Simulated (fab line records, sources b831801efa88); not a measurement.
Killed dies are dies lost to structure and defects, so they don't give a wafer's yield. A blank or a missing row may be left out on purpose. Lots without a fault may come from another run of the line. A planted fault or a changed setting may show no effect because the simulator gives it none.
Which tool did it? | flow gf180mcu | 13 lots, 39 wafers sampled, at 5 steps of a route of 602

WHAT THE GAUGES READ, wafer by wafer
GF_V3_BOW_MEAS_05.
lot  | measured     | on            | V3_BOW (um)
L481 | day 21 14:54 | film_metro-01 | 108 111 126
L482 | day 21 20:52 | film_metro-02 | 100 107 104
L483 | day 22 04:04 | film_metro-01 | 136 123 128
L484 | day 22 14:02 | film_metro-01 | 119 113 125
L485 | day 23 01:05 | film_metro-02 | 111 114 126
L489 | day 24 11:36 | film_metro-01 | 108 112 107
L490 | day 24 16:08 | film_metro-03 | 124 119 121
L494 | day 26 00:01 | film_metro-03 | 115 112 105
L496 | day 26 13:56 | film_metro-02 | 122 104 103
L497 | day 27 04:08 | film_metro-01 | 128 126 125
L501 | day 28 04:08 | film_metro-01 | 123 115 112
L503 | day 28 18:18 | film_metro-02 | 125 138 128
L504 | day 28 20:48 | film_metro-03 | 136 118 134

GF_TOP_METAL_OVL_MEAS_15.
lot  | measured     | on         | TOP_METAL_OVL (nm)
L481 | day 28 05:32 | overlay-02 | -2.1 -1.9 -1.7
L482 | day 28 11:07 | overlay-01 | -1.5 0.7 0.0
L483 | day 28 18:46 | overlay-01 | 0.3 -1.0 -0.2
L484 | day 29 02:31 | overlay-01 | -2.1 -0.8 -2.2
L485 | day 29 10:29 | overlay-01 | -3.1 -0.5 -1.3
L489 | day 30 16:40 | overlay-01 | -3.7 -2.6 -4.7
L490 | day 30 19:07 | overlay-02 | 34.8 35.8 34.6
L494 | day 31 22:34 | overlay-02 | 35.6 37.2 34.7
L496 | day 32 10:08 | overlay-01 | -2.4 -0.2 -1.6
L497 | day 32 20:13 | overlay-02 | -1.6 -1.7 -0.9
L501 | day 33 16:19 | overlay-01 | -3.1 -2.8 -1.9
L503 | day 34 03:02 | overlay-02 | 1.8 -0.3 0.4
L504 | day 34 05:17 | overlay-01 | -1.9 -1.3 0.2

WHICH TOOL RAN EACH LOT (tool, then ch and the chambers of the sampled wafers, then the start)
lot  | GF_V1_CMP_04                  | GF_V1_ETCH_17                                 | GF_TOP_METAL_EXPOSE_11
L481 | cmp-02 ch 1,3, day 17 07:14   | rie_diel-04 ch 1,2, day 21 14:54 or earlier   | iline_stepper-01 ch 0, day 27 19:25
L482 | cmp-01 ch 2,3, day 17 12:58   | rie_diel-04 ch 2,3, day 21 20:52 or earlier   | iline_stepper-02 ch 0, day 28 01:29
L483 | cmp-01 ch 1,3, day 17 22:23   | rie_diel-03 ch 0,3, day 22 04:04 or earlier   | iline_stepper-01 ch 0, day 28 08:41
L484 | cmp-01 ch 0,2,3, day 18 07:55 | rie_diel-03 ch 0,1,3, day 22 14:02 or earlier | iline_stepper-02 ch 0, day 28 17:08
L485 | cmp-02 ch 0,3, day 18 19:23   | rie_diel-04 ch 1,2, day 23 01:05 or earlier   | iline_stepper-01 ch 0, day 29 01:49
L489 | cmp-02 ch 0,1,3, day 20 07:43 | rie_diel-02 ch 1,2,3, day 24 11:36 or earlier | iline_stepper-02 ch 0, day 30 07:53
L490 | cmp-02 ch 0,1,3, day 20 13:10 | rie_diel-03 ch 0,1,2, day 24 16:08 or earlier | iline_stepper-02 ch 0, day 30 10:20
L494 | cmp-02 ch 1,2,3, day 22 01:01 | rie_diel-04 ch 0,2,3, day 26 00:01 or earlier | iline_stepper-02 ch 0, day 31 14:26
L496 | cmp-02 ch 1,2,3, day 22 15:56 | rie_diel-02 ch 1,2,3, day 26 13:56 or earlier | iline_stepper-01 ch 0, day 32 01:36
L497 | cmp-01 ch 0,1,2, day 23 05:52 | rie_diel-03 ch 0,1, day 27 04:08 or earlier   | iline_stepper-01 ch 0, day 32 12:35
L501 | cmp-02 ch 1,2, day 24 07:47   | rie_diel-03 ch 0,1,2, day 28 04:08 or earlier | iline_stepper-01 ch 0, day 33 08:37
L503 | cmp-02 ch 0,1,3, day 25 01:49 | rie_diel-04 ch 1,2,3, day 28 18:18 or earlier | iline_stepper-01 ch 0, day 33 19:23
L504 | cmp-01 ch 1,2,3, day 25 04:30 | rie_diel-04 ch 0,1, day 28 20:48 or earlier   | iline_stepper-01 ch 0, day 33 21:50
- GF_V1_CMP_04: polishes SiO2.
- GF_V1_ETCH_17: etches SiO2 in C4F8/O2/Ar, stops on TiN, target depth 630 nm.
- GF_TOP_METAL_EXPOSE_11: exposes mask MetalTop, target cd 440 nm.

WHAT THE TOOLS THEMSELVES READ (means of the sampled wafers that have a number; where no wafer has one, the mark that the record gives instead)
GF_V1_CMP_04.
lot  | tool   | head_pressure_psi (psi) | motor_current_A (A) | time_to_endpoint_s (s)
L481 | cmp-02 | 3.996                   | 12.4                | 87
L482 | cmp-01 | 3.999                   | 13.2                | 79
L483 | cmp-01 | 4.001                   | 13.4                | 79
L484 | cmp-01 | 3.997                   | 12.7                | 76
L485 | cmp-02 | 3.999                   | 13.3                | 89
L489 | cmp-02 | 3.994                   | 12.4                | 80
L490 | cmp-02 | 3.993                   | 12.3                | 84
L494 | cmp-02 | 4.008                   | 12.2                | 83
L496 | cmp-02 | 4.001                   | 12.0                | 86
L497 | cmp-01 | 3.998                   | 11.8                | 80
L501 | cmp-02 | 4.001                   | 12.2                | 80
L503 | cmp-02 | 3.996                   | 12.5                | 84
L504 | cmp-01 | 4.003                   | 13.6                | 78

GF_V1_ETCH_17.
lot  | tool        | oes_product_au (a.u.)
L481 | rie_diel-04 | 0.854
L482 | rie_diel-04 | 0.858
L483 | rie_diel-03 | 0.852
L484 | rie_diel-03 | 0.859
L485 | rie_diel-04 | 0.863
L489 | rie_diel-02 | 0.856
L490 | rie_diel-03 | 0.849
L494 | rie_diel-04 | 0.855
L496 | rie_diel-02 | 0.854
L497 | rie_diel-03 | 0.853
L501 | rie_diel-03 | 0.854
L503 | rie_diel-04 | 0.855
L504 | rie_diel-04 | 0.854

THE ANSWER, worked out from the rows above alone
Rule: what is usual is taken from the lots themselves. Put in order of their means at a reading, lots are off if they are a third of the lots or fewer, leave a main group of 4 or more, and stand apart from it by a gap of 3 or more times the standard deviation of the main group's means; of several such gaps the widest counts. A main group whose means are all the same, to the digits that the tables above print for the reading, isn't used. A lot without any number at a reading at which 4 lots or more have one is off too. The other lots that the step has rows for count as sound. The gauges are gone through in route order, then the tools' own readings, and for those a lot's mean is taken as printed above. The first step at which some lot is off is used, and at that step the reading that is off furthest; a lot without a number counts as furthest.
Off: L490, L494, at GF_TOP_METAL_OVL_MEAS_15 (TOP_METAL_OVL). The main group: mean -1.4 nm, standard deviation 1.1.
A tool fits if, at a process step before that reading, it ran every lot that is off, and no sound lot after the first of them. The gauges at GF_TOP_METAL_OVL_MEAS_15 are tried like those tools. GF_V1_ETCH_17 gives no start for some lots, so the hours and the order of its lots are those of GF_V3_BOW_MEAS_05. One fits: iline_stepper-02 at GF_TOP_METAL_EXPOSE_11. Its last sound lot is L489 (day 30 07:53), its first lot that is off L490 (day 30 10:20): a fault that began between those two fits.

WHAT THE SIMULATOR HAD PUT IN
Scanner matching overlay: iline_stepper-02, from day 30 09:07 on, at GF_TOP_METAL_EXPOSE_11. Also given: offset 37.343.
Lots struck among those shown: L490, L494. The rule above found the same.
